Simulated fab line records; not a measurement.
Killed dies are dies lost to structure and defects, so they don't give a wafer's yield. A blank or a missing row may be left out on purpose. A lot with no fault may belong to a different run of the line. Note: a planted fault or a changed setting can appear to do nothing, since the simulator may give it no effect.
fab line records	flow sky130	part 1 of 2: steps 1 to 28 of 39
record: lots: 5	wafers: 15	last_day: 49
route steps=708 shown RES_PROTECT@214 POLY_GATE@217 LDD_N@237
lots untouched by any fault: they come from a run of this same line in which no faults occurred
start_h: hours from the record's opening day to when the first of the lot's shown wafers began	wait_h: hours since the lot's step before	" unchanged from the row above	L1.1+2: several wafers, shown together as one row	- no value present, or no start provided	* or withheld: withheld	< > ~ a bound
route shown NAME@n: names a module that has steps shown in the file, with the first one's number in the route	usual: average and standard deviation across the fault-free wafers	same: alike in all rows	chamber/n: place in a boat	sites: the reading at each site	_std_site: standard deviation across them	_edge_site: mean of outer sites minus mean of inner sites	radius_mm: how far each site lies from the wafer's centre	mask NAME#n: copy n	behind: the most recent tool/chamber to have shaped the wafer	hold: what put the lot on hold/how long, in hours/how the hold closed	device: whichever transistor did not switch (one of n, p or np)	end of line: the tests these same wafers got at the end of their route	a step without rows: its recipe alone	killed: count of dies lost to structure and defects at first sort (not the wafer's yield)	map: a wafer's dies, marking killed ones x, the rest . and places with no die _
set.NAME: setting as actually run; set.NAME@STEP: the setting as run at that earlier step	model.NAME: the simulator's own value behind a step, which no gauge read
a table for each step, a row for each wafer; lots at some steps of the route
services: from which hour (start_h, from the record's first day; less than 0 if before it) a tool's chamber was out of use, for how many hours, and why
== steps ==
step: SKY_RES_PROTECT_STRIP_07
recipe: chemistry: O2/N2	power_w: 1400	pressure_mtorr: 1500	platen_temp_c: withheld	o2_flow_sccm: 3000	n2_flow_sccm: 300	overash_fraction: 0.5
usual: chamber_pressure_mTorr: 1500.0/1.4	drypump_motor_current_A: 5.8/0.45	n2_flow_sccm: 300.2/0.82	oes_product_au: 0.518/0.0048	strip_time_to_endpoint_s: 23.28/0.05
lot.wafer	tool	chamber	start_h	wait_h	chamber_pressure_mTorr	drypump_motor_current_A	n2_flow_sccm	oes_product_au	rf_hours_counter_h	strip_time_to_endpoint_s
L074.1	plasma_asher-02	1	334.05	0.1	1500.5	5.7	299.3	0.511	65	23.27
L074.4	"	0	"	"	1501.9	5.7	299.2	0.517	-	23.32
L074.6	"	0	"	"	1498.9	5.7	300.7	0.520	-	23.28
L081.1	plasma_asher-02	1	400.65	0.1	1500.8	5.8	299.9	0.519	72	23.36
L081.3	"	0	"	"	1499.7	5.7	300.8	0.519	-	23.33
L081.5	"	1	"	"	1498.2	5.8	299.1	0.525	-	23.32
L086.3	plasma_asher-02	0	444.14	0.1	1500.4	5.7	299.5	0.509	-	23.23
L086.5	"	0	"	"	1500.4	5.7	299.8	0.513	-	23.24
L086.6	"	1	"	"	1500.6	5.8	300.9	0.518	-	23.21
L089.1	plasma_asher-04	0	461.96	0.1	1501.5	6.6	300.3	0.522	63	23.34
L089.3	"	0	"	"	1500.4	6.6	300.0	0.518	-	23.31
L089.6	"	1	"	"	1499.7	5.4	300.7	0.514	-	23.34
L090.3	plasma_asher-02	1	474.34	0.1	1499.6	5.8	299.1	0.516	-	23.35
L090.4	"	0	"	"	1499.5	5.7	299.3	0.515	-	23.32
L090.5	"	0	"	"	1498.4	5.7	299.9	0.512	-	23.33
step: SKY_RES_PROTECT_TW_MEAS_08
usual: POLY_GATE_TW: 4003/27
lot.wafer	tool	chamber	start_h	wait_h	POLY_GATE_TW
L074.1	film_metro-02	-	334.15	0.1	4025
L074.4	"	-	"	"	4009
L074.6	"	-	"	"	4013
L081.1	film_metro-04	-	400.75	0.1	4008
L081.3	"	-	"	"	3995
L081.5	"	-	"	"	4003
L086.3	film_metro-01	-	444.23	0.1	3988
L086.5	"	-	"	"	4010
L086.6	"	-	"	"	4008
L089.1	film_metro-02	-	462.06	0.1	4030
L089.3	"	-	"	"	4035
L089.6	"	-	"	"	4032
L090.3	film_metro-01	-	474.42	0.1	4001
L090.4	"	-	"	"	3976
L090.5	"	-	"	"	3960
step: SKY_RES_PROTECT_CLEAN_09
recipe: chemistry: SC1/SC2	mix: 1:4:20	temp_c: 70	time_s: 150	dry: n2_spin
same: time_s: 150
lot.wafer	tool	chamber	start_h	wait_h
L074.1+4+6	wet_bench-02	1	334.21	0.1
L081.1+3+5	wet_bench-04	2	400.81	0.1
L086.3+5+6	wet_bench-01	3	444.27	0.0
L089.1+3+6	wet_bench-02	2	462.12	0.1
L090.3+4+5	wet_bench-02	0	474.46	0.0
step: SKY_POLY_GATE_CVD_03
recipe: material: Si3N4	precursor: DCS/NH3	target_thk_nm: 75	temp_c: 770	time_s: 1290	pressure_mtorr: 250
same: time_s: 1290
lot.wafer	tool	chamber	start_h	wait_h
L074.1+4+6	lpcvd-02	0	335.46	1.2
L081.1+3+5	lpcvd-02	0	400.86	0.0
L086.3+5+6	lpcvd-02	0	444.32	0.0
L089.1+3+6	lpcvd-02	1	463.23	1.1
L090.3+4+5	lpcvd-02	1	474.51	0.0
step: SKY_POLY_GATE_THK_MEAS_04
recipe: reads: Si3N4_of_POLY_GATE_CVD_03
usual: POLY_GATE_CVD_03_THK: 75.3/0.72
lot.wafer	tool	chamber	start_h	wait_h	POLY_GATE_CVD_03_THK[nm]
L074.1	film_metro-01	-	336.82	0.0	75.7
L074.4	"	-	"	"	76.7
L074.6	"	-	"	"	76.5
L081.1	film_metro-02	-	402.22	0.0	74.2
L081.3	"	-	"	"	74.7
L081.5	"	-	"	"	74.4
L086.3	film_metro-02	-	445.70	0.0	74.2
L086.5	"	-	"	"	73.6
L086.6	"	-	"	"	74.3
L089.1	film_metro-02	-	464.59	0.0	75.3
L089.3	"	-	"	"	75.9
L089.6	"	-	"	"	74.5
L090.3	film_metro-03	-	475.89	0.0	74.9
L090.4	"	-	"	"	74.8
L090.5	"	-	"	"	75.2
step: SKY_POLY_GATE_DEHYDRATE_05
recipe: temp_c: 200	time_s: 60
same: time_s: 60
lot.wafer	tool	chamber	start_h	wait_h
L074.1+4+6	litho_track-03	0	349.50	12.7
L081.1+3+5	litho_track-02	0	416.26	14.0
L086.3+5+6	litho_track-03	0	460.80	15.1
L089.1+3+6	litho_track-01	0	478.62	14.0
L090.3+4+5	litho_track-03	0	491.00	15.1
step: SKY_POLY_GATE_HMDS_06
recipe: prime_time_s: 60	prime_temp_c: 120
same: prime_time_s: 60
lot.wafer	tool	chamber	start_h	wait_h
L074.1+4+6	litho_track-03	0	349.65	0.1
L081.1+3+5	litho_track-02	0	416.41	0.1
L086.3+5+6	litho_track-03	0	460.95	0.1
L089.1+3+6	litho_track-01	0	478.77	0.1
L090.3+4+5	litho_track-03	0	491.15	0.1
step: SKY_POLY_GATE_COAT_07
recipe: resist: BARC	temp_c: withheld	time_s: withheld	spin_rpm: 3000	resist_thk_nm: 110
lot.wafer	tool	chamber	start_h	wait_h
L074.1+4+6	litho_track-03	0	349.80	0.1
L081.1+3+5	litho_track-02	0	416.56	0.1
L086.3+5+6	litho_track-03	0	461.10	0.1
L089.1+3+6	litho_track-01	0	478.92	0.1
L090.3+4+5	litho_track-03	0	491.30	0.1
step: SKY_POLY_GATE_COAT_08
recipe: resist: KrF-thick	spin_rpm: 3000	resist_thk_nm: 450
lot.wafer	tool	chamber	start_h	wait_h
L074.1+4+6	litho_track-03	0	-	-
L081.1+3+5	litho_track-02	0	-	-
L086.3+5+6	litho_track-03	0	-	-
L089.1+3+6	litho_track-01	0	-	-
L090.3+4+5	litho_track-03	0	-	-
step: SKY_POLY_GATE_SOFTBAKE_09
recipe: temp_c: 100	time_s: 90	resist: KrF-thick
same: time_s: 90
lot.wafer	tool	chamber	start_h	wait_h
L074.1+4+6	litho_track-03	0	-	-
L081.1+3+5	litho_track-02	0	-	-
L086.3+5+6	litho_track-03	0	-	-
L089.1+3+6	litho_track-01	0	-	-
L090.3+4+5	litho_track-03	0	-	-
step: SKY_POLY_GATE_EXPOSE_10
recipe: mask_id: P1M	na: 0.68	source_shape: conventional	sigma_outer: 0.6	target_cd_nm: 150	dose_mj: 28
usual: reticle_temp_C: 23.00/0.11
lot.wafer	tool	chamber	start_h	wait_h	mask	reticle_temp_C
L074.1	krf_scanner-01	0	-	-	P1M#0	23.00
L074.4	"	0	"	"	P1M#0	23.04
L074.6	"	0	"	"	P1M#0	23.09
L081.1	krf_scanner-02	0	-	-	P1M#0	22.98
L081.3	"	0	"	"	P1M#0	22.99
L081.5	"	0	"	"	P1M#0	22.88
L086.3	krf_scanner-01	0	-	-	P1M#0	22.97
L086.5	"	0	"	"	P1M#0	23.05
L086.6	"	0	"	"	P1M#0	22.98
L089.1	krf_scanner-02	0	-	-	P1M#0	23.05
L089.3	"	0	"	"	P1M#0	23.05
L089.6	"	0	"	"	P1M#0	22.98
L090.3	krf_scanner-02	0	-	-	P1M#0	22.87
L090.4	"	0	"	"	P1M#0	23.01
L090.5	"	0	"	"	P1M#0	22.99
step: SKY_POLY_GATE_PEB_11
recipe: peb_temp_c: withheld	peb_time_s: withheld	resist: KrF-thick
lot.wafer	tool	chamber	start_h	wait_h
L074.1+4+6	litho_track-02	0	-	-
L081.1+3+5	litho_track-03	0	-	-
L086.3+5+6	litho_track-02	0	-	-
L089.1+3+6	litho_track-03	0	-	-
L090.3+4+5	litho_track-01	0	-	-
step: SKY_POLY_GATE_DEVELOP_12
recipe: develop_time_s: 60	resist: KrF-thick	dev_temp_c: 21
lot.wafer	tool	chamber	start_h	wait_h
L074.1+4+6	litho_track-02	0	-	-
L081.1+3+5	litho_track-03	0	-	-
L086.3+5+6	litho_track-02	0	-	-
L089.1+3+6	litho_track-03	0	-	-
L090.3+4+5	litho_track-01	0	-	-
step: SKY_POLY_GATE_CD_MEAS_13
recipe: target_cd_nm: 150
usual: cd_nm: 150.2/1.4
lot.wafer	tool	chamber	start_h	wait_h	cd_nm
L074.1	cd_sem-01	-	363.76	-	148.8
L074.4	"	-	"	"	148.0
L074.6	"	-	"	"	149.8
L081.1	cd_sem-01	-	432.10	-	149.9
L081.3	"	-	"	"	150.1
L081.5	"	-	"	"	150.4
L086.3	cd_sem-01	-	476.25	-	150.9
L086.5	"	-	"	"	151.5
L086.6	"	-	"	"	150.5
L089.1	cd_sem-01	-	494.95	-	147.1
L089.3	"	-	"	"	146.0
L089.6	"	-	"	"	146.8
L090.3	cd_sem-01	-	506.06	-	151.7
L090.4	"	-	"	"	151.9
L090.5	"	-	"	"	151.5
step: SKY_POLY_GATE_OVL_MEAS_14
usual: POLY_GATE_OVL: 3/4.9
lot.wafer	tool	chamber	start_h	wait_h	POLY_GATE_OVL[nm]
L074.1	overlay-02	-	363.88	0.1	-5
L074.4	"	-	"	"	-1
L074.6	"	-	"	"	6
L081.1	overlay-01	-	432.22	0.1	10
L081.3	"	-	"	"	10
L081.5	"	-	"	"	15
L086.3	overlay-02	-	476.34	0.1	7
L086.5	"	-	"	"	7
L086.6	"	-	"	"	8
L089.1	overlay-01	-	495.07	0.1	11
L089.3	"	-	"	"	4
L089.6	"	-	"	"	2
L090.3	overlay-02	-	506.15	0.1	-3
L090.4	"	-	"	"	0
L090.5	"	-	"	"	-1
step: SKY_POLY_GATE_ETCH_15
recipe: chemistry: N2/H2	target: BARC	ion_energy_ev: 200	source_w: 500	bias_w: 100	pressure_mtorr: 30	n2_flow_sccm: 100	h2_flow_sccm: 200	stop_on: SiO2	time_s: 118.5	target_depth_a: 1100
usual: chamber_pressure_mTorr: 30.000/0.027	drypump_motor_current_A: 5.6/0.51	n2_flow_sccm: 100.0/0.3	oes_product_au: 0.716/0.0047	throttle_valve_pct: 13.213/0.0089
same: time_s: 118.5
lot.wafer	tool	chamber	start_h	wait_h	chamber_pressure_mTorr	drypump_motor_current_A	n2_flow_sccm	oes_product_au	rf_hours_counter_h	throttle_valve_pct
L074.1	rie_diel-01	3	363.92	0.0	30.033	6.2	100.0	0.710	14	13.214
L074.4	"	1	"	"	30.031	5.0	99.7	0.717	35	13.198
L074.6	"	1	"	"	30.022	5.0	99.6	0.717	-	13.197
L081.1	rie_diel-03	3	432.26	0.0	29.973	5.5	100.0	0.718	6	13.218
L081.3	"	2	"	"	29.987	5.1	99.4	0.712	98	13.200
L081.5	"	0	"	"	30.043	6.7	99.7	0.722	-	13.201
L086.3	rie_diel-02	0	476.37	0.0	30.005	5.0	100.0	0.720	80	13.211
L086.5	"	3	"	"	30.037	5.7	100.1	0.716	-	13.211
L086.6	"	2	"	"	30.000	6.2	99.4	0.710	-	13.229
L089.1	rie_diel-02	1	495.11	0.0	29.986	5.2	99.9	0.724	52	13.207
L089.3	"	0	"	"	30.002	5.0	99.9	0.711	80	13.225
L089.6	"	1	"	"	30.009	5.3	99.7	0.724	-	13.200
L090.3	rie_diel-02	0	506.17	0.0	30.002	5.0	99.8	0.713	80	13.206
L090.4	"	0	"	"	30.010	5.0	99.7	0.718	-	13.216
L090.5	"	3	"	"	30.007	5.7	99.9	0.717	-	13.230
step: SKY_POLY_GATE_ETCH_16
recipe: stop_on: poly-Si	chemistry: CH3F/O2	target: Si3N4	source_w: 400	bias_w: 80	pressure_mtorr: 25	ch3f_flow_sccm: 40	O2_flow_sccm: 30	time_s: 147.5	target_depth_a: 750
usual: chamber_pressure_mTorr: 25.000/0.025	drypump_motor_current_A: 5.6/0.5	oes_product_au: 0.641/0.0053	throttle_valve_pct: 10.536/0.009
same: time_s: 147.5
lot.wafer	tool	chamber	start_h	wait_h	chamber_pressure_mTorr	drypump_motor_current_A	oes_product_au	rf_hours_counter_h	throttle_valve_pct
L074.1	rie_diel-01	3	364.00	0.0	24.958	6.2	0.647	14	10.519
L074.4	"	1	"	"	25.003	5.0	0.640	35	10.547
L074.6	"	1	"	"	24.970	5.0	0.642	-	10.545
L081.1	rie_diel-03	3	432.34	0.0	24.951	5.5	0.640	6	10.537
L081.3	"	2	"	"	25.034	5.1	0.642	99	10.558
L081.5	"	0	"	"	25.006	6.6	0.643	-	10.530
L086.3	rie_diel-02	0	476.45	0.0	25.021	5.0	0.642	80	10.539
L086.5	"	3	"	"	25.019	5.7	0.639	-	10.547
L086.6	"	2	"	"	25.009	6.2	0.626	-	10.548
L089.1	rie_diel-02	1	495.19	0.0	24.974	5.2	0.648	52	10.546
L089.3	"	0	"	"	25.026	5.0	0.642	80	10.535
L089.6	"	1	"	"	24.998	5.2	0.635	-	10.531
L090.3	rie_diel-02	0	506.26	0.0	25.003	5.0	0.641	80	10.533
L090.4	"	0	"	"	25.029	5.0	0.638	-	10.550
L090.5	"	3	"	"	24.989	5.7	0.639	-	10.540
step: SKY_POLY_GATE_ETCH_17
recipe: target_depth_nm: 180	stop_on: SiO2	over_etch_frac: 0.56667	chemistry: HBr/Cl2	target: poly-Si	icp_w: 400	bias_w: 100	pressure_mtorr: 10	HBr_flow_sccm: 150	Cl2_flow_sccm: 50	time_s: 70.5
usual: chamber_pressure_mTorr: 10.000/0.0082	drypump_motor_current_A: 5.9/0.46	oes_product_au: 0.982/0.0092	throttle_valve_pct: 33.685/0.0097
same: time_s: 70.5
lot.wafer	tool	chamber	start_h	wait_h	chamber_pressure_mTorr	drypump_motor_current_A	oes_product_au	rf_hours_counter_h	throttle_valve_pct
L074.1	rie_si-01	0	364.10	0.0	9.995	6.4	0.990	53	33.681
L074.4	"	3	"	"	10.011	6.4	0.998	17	33.671
L074.6	"	2	"	"	9.987	5.0	0.997	-	33.694
L081.1	rie_si-01	1	432.44	0.0	9.999	5.9	0.988	8	33.694
L081.3	"	0	"	"	10.005	6.4	0.973	53	33.685
L081.5	"	0	"	"	10.003	6.4	0.974	-	33.669
L086.3	rie_si-02	2	476.55	0.0	10.000	5.8	0.978	6	33.672
L086.5	"	3	"	"	10.009	6.0	0.975	-	33.674
L086.6	"	0	"	"	9.977	6.2	0.966	-	33.689
L089.1	rie_si-01	1	495.29	0.0	9.998	6.0	0.983	8	33.676
L089.3	"	3	"	"	9.994	6.5	0.983	18	33.693
L089.6	"	0	"	"	9.996	6.4	0.976	-	33.701
L090.3	rie_si-02	1	506.36	0.0	10.003	5.4	0.972	12	33.669
L090.4	"	0	"	"	10.006	6.2	0.985	43	33.682
L090.5	"	2	"	"	10.005	5.8	0.994	-	33.692
step: SKY_POLY_GATE_STRIP_18
recipe: chemistry: O2/N2	power_w: 1400	pressure_mtorr: 1500	platen_temp_c: withheld	o2_flow_sccm: 3000	n2_flow_sccm: 300	overash_fraction: 0.5
usual: chamber_pressure_mTorr: 1500.1/1.4	drypump_motor_current_A: 5.5/0.42	n2_flow_sccm: 299.9/0.88	oes_product_au: 0.361/0.005	strip_time_to_endpoint_s: 3.18/0.059
lot.wafer	tool	chamber	start_h	wait_h	chamber_pressure_mTorr	drypump_motor_current_A	n2_flow_sccm	oes_product_au	rf_hours_counter_h	strip_time_to_endpoint_s
L074.1	plasma_asher-01	0	364.15	0.0	1498.3	5.7	299.5	0.366	69	3.23
L074.4	"	1	"	"	1499.9	5.0	300.7	0.370	-	3.23
L074.6	"	0	"	"	1500.0	5.7	298.9	0.354	-	3.20
L081.1	plasma_asher-03	0	432.49	0.0	1499.3	6.1	299.3	0.360	29	3.17
L081.3	"	1	"	"	1500.0	5.1	300.4	0.356	-	3.15
L081.5	"	0	"	"	1501.8	6.1	300.7	0.356	-	3.17
L086.3	plasma_asher-03	1	476.64	0.1	1499.9	5.1	300.2	0.362	-	3.09
L086.5	"	0	"	"	1498.6	6.1	301.5	0.353	-	3.13
L086.6	"	1	"	"	1497.2	5.1	298.0	0.369	-	3.25
L089.1	plasma_asher-01	1	495.34	0.0	1498.6	5.0	300.3	0.359	6	3.13
L089.3	"	0	"	"	1498.4	5.6	300.6	0.351	-	3.04
L089.6	"	1	"	"	1502.5	5.0	300.5	0.359	-	3.17
L090.3	plasma_asher-02	1	506.45	0.1	1500.3	5.8	300.4	0.364	-	3.09
L090.4	"	0	"	"	1499.2	5.7	299.0	0.356	-	3.14
L090.5	"	0	"	"	1502.1	5.7	299.2	0.357	-	3.14
step: SKY_POLY_GATE_CLEAN_19
recipe: chemistry: SC1/SC2	mix: 1:4:20	temp_c: 70	time_s: 150	dry: n2_spin
same: time_s: 150
lot.wafer	tool	chamber	start_h	wait_h
L074.1+4+6	wet_bench-01	3	364.25	0.1
L081.1+3+5	wet_bench-03	1	432.59	0.1
L086.3+5+6	wet_bench-03	1	476.70	0.0
L089.1+3+6	wet_bench-02	2	495.44	0.1
L090.3+4+5	wet_bench-03	0	506.51	0.0
step: SKY_POLY_GATE_OXIDATION_20
recipe: temp_c: 850	ambient: O2	stabilise_s: 600	purge_s: 300	target_thk_a: 40	ox_time_s: 899
lot.wafer	tool	chamber	start_h	wait_h
L074.1+4+6	furnace-01	0	364.53	0.2
L081.1+3+5	furnace-01	0	433.77	1.1
L086.3+5+6	furnace-02	0	478.86	2.1
L089.1+3+6	furnace-01	0	495.50	0.0
L090.3+4+5	furnace-02	0	506.57	0.0
step: SKY_POLY_GATE_THK_MEAS_21
recipe: reads: SiO2_of_POLY_GATE_OXIDATION_20
usual: POLY_GATE_OXIDATION_THK: 3.99/0.066
lot.wafer	tool	chamber	start_h	wait_h	POLY_GATE_OXIDATION_THK[nm]
L074.1	film_metro-03	-	365.78	0.0	4.04
L074.4	"	-	"	"	4.00
L074.6	"	-	"	"	3.97
L081.1	film_metro-02	-	435.02	0.0	4.06
L081.3	"	-	"	"	4.03
L081.5	"	-	"	"	4.05
L086.3	film_metro-01	-	480.13	0.0	4.09
L086.5	"	-	"	"	4.15
L086.6	"	-	"	"	4.06
L089.1	film_metro-03	-	496.75	0.0	4.02
L089.3	"	-	"	"	3.96
L089.6	"	-	"	"	3.94
L090.3	film_metro-01	-	507.84	0.0	3.94
L090.4	"	-	"	"	4.01
L090.5	"	-	"	"	3.93
step: SKY_POLY_GATE_CD_MEAS_22
usual: cd_nm: 149.8/2.8
lot.wafer	tool	chamber	start_h	wait_h	cd_nm
L074.1	cd_sem-01	-	365.84	0.1	144.6
L074.4	"	-	"	"	147.8
L074.6	"	-	"	"	149.7
L081.1	cd_sem-02	-	435.08	0.1	151.4
L081.3	"	-	"	"	149.0
L081.5	"	-	"	"	146.5
L086.3	cd_sem-02	-	480.23	0.1	150.9
L086.5	"	-	"	"	152.0
L086.6	"	-	"	"	149.2
L089.1	cd_sem-02	-	496.81	0.1	146.0
L089.3	"	-	"	"	149.8
L089.6	"	-	"	"	144.2
L090.3	cd_sem-02	-	507.93	0.1	154.8
L090.4	"	-	"	"	152.1
L090.5	"	-	"	"	150.5
step: SKY_LDD_N_DEHYDRATE_00
recipe: temp_c: 200	time_s: 60
same: time_s: 60
lot.wafer	tool	chamber	start_h	wait_h
L074.1+4+6	litho_track-04	0	379.46	13.6
L081.1+3+5	litho_track-01	0	450.07	15.0
L086.3+5+6	litho_track-01	0	495.52	15.3
L089.1+3+6	litho_track-04	0	511.61	14.8
L090.3+4+5	litho_track-04	0	522.66	14.7
step: SKY_LDD_N_HMDS_01
recipe: prime_time_s: 60	prime_temp_c: 120
same: prime_time_s: 60
lot.wafer	tool	chamber	start_h	wait_h
L074.1+4+6	litho_track-04	0	379.61	0.1
L081.1+3+5	litho_track-01	0	450.22	0.1
L086.3+5+6	litho_track-01	0	495.67	0.1
L089.1+3+6	litho_track-04	0	511.76	0.1
L090.3+4+5	litho_track-04	0	522.81	0.1
step: SKY_LDD_N_COAT_02
recipe: resist: NOVOLAK	spin_rpm: 3000	resist_thk_nm: 300
lot.wafer	tool	chamber	start_h	wait_h
L074.1+4+6	litho_track-04	0	379.76	0.1
L081.1+3+5	litho_track-01	0	450.37	0.1
L086.3+5+6	litho_track-01	0	495.82	0.1
L089.1+3+6	litho_track-04	0	511.91	0.1
L090.3+4+5	litho_track-04	0	522.96	0.1
step: SKY_LDD_N_SOFTBAKE_03
recipe: temp_c: 90	time_s: 60	resist: NOVOLAK
same: time_s: 60
lot.wafer	tool	chamber	start_h	wait_h
L074.1+4+6	litho_track-04	0	379.91	0.1
L081.1+3+5	litho_track-01	0	450.52	0.1
L086.3+5+6	litho_track-01	0	495.97	0.1
L089.1+3+6	litho_track-04	0	512.06	0.1
L090.3+4+5	litho_track-04	0	523.11	0.1
step: SKY_LDD_N_EXPOSE_04
recipe: mask_id: NTM	target_cd_nm: 840	na: 0.6	source_shape: conventional	sigma_outer: 0.6	dose_mj: 110
usual: reticle_temp_C: 22.99/0.12
lot.wafer	tool	chamber	start_h	wait_h	mask	reticle_temp_C
L074.1	iline_stepper-02	0	-	-	NTM#0	23.02
L074.4	"	0	"	"	NTM#0	22.92
L074.6	"	0	"	"	NTM#0	22.86
L081.1	iline_stepper-01	0	-	-	NTM#0	22.95
L081.3	"	0	"	"	NTM#0	22.92
L081.5	"	0	"	"	NTM#0	22.82
L086.3	iline_stepper-01	0	-	-	NTM#0	22.80
L086.5	"	0	"	"	NTM#0	22.91
L086.6	"	0	"	"	NTM#0	23.07
L089.1	iline_stepper-01	0	-	-	NTM#0	23.08
L089.3	"	0	"	"	NTM#0	23.00
L089.6	"	0	"	"	NTM#0	23.15
L090.3	iline_stepper-02	0	-	-	NTM#0	23.11
L090.4	"	0	"	"	NTM#0	23.14
L090.5	"	0	"	"	NTM#0	23.01
